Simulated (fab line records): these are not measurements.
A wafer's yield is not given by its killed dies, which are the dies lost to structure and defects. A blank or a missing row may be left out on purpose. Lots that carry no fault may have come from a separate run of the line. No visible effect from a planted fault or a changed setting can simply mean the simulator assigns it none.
Chamber matching ; flow gf180mcu ; rieDiel-02 running GF_HV_LDD_ETCHBACK_58: 4 sister chambers
The step etches Si3N4 in CH3F/O2, stops on SiO2, time 100 s, target depth 90 nm. 4 wafers are shown with their chamber, then 8 later ones without.

== WAFERS, EACH WITH ITS CHAMBER ==
wafer;chamber;drypumpMotorCurrentA (A)
L810.4;2;6.0
L820.5;1;6.2
L821.5;0;5.5
L822.1;3;6.0

== WAFERS WITHOUT THEIR CHAMBER ==
wafer;drypumpMotorCurrentA (A)
L822.2;6.0
L822.5;5.6
L824.1;6.0
L824.4;6.1
L824.5;5.9
L825.3;5.9
L825.5;6.2
L825.6;6.0

== WHICH CHAMBER EACH ONE RAN IN ==
wafer;from the rows above;in truth
L822.2;can't be placed: 2 or 3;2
L822.5;0;0
L824.1;can't be placed: 2 or 3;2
L824.4;can't be placed: 2 or 3 or 1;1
L824.5;can't be placed: 2 or 3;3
L825.3;can't be placed: 2 or 3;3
L825.5;1;1
L825.6;can't be placed: 2 or 3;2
Correctly placed: 2 of 8. Can't be placed from these rows: 6 (the true chamber is among the candidates in 6). Number placed wrongly: 0.
How it was worked out, from the rows above alone: a wafer's distance from a chamber is the root of the sum, over the readings, of the square of ((its reading less the chamber's mean) divided by the reading's scatter). If the next closest chamber is less than 2 further off than the closest, the wafer can't be placed; otherwise it belongs to the closest. The mean given for a chamber averages the wafers shown for that chamber. The scatter: with one shown wafer a chamber, the root of the mean of the squares of how far each hidden wafer lies from its nearest shown one.
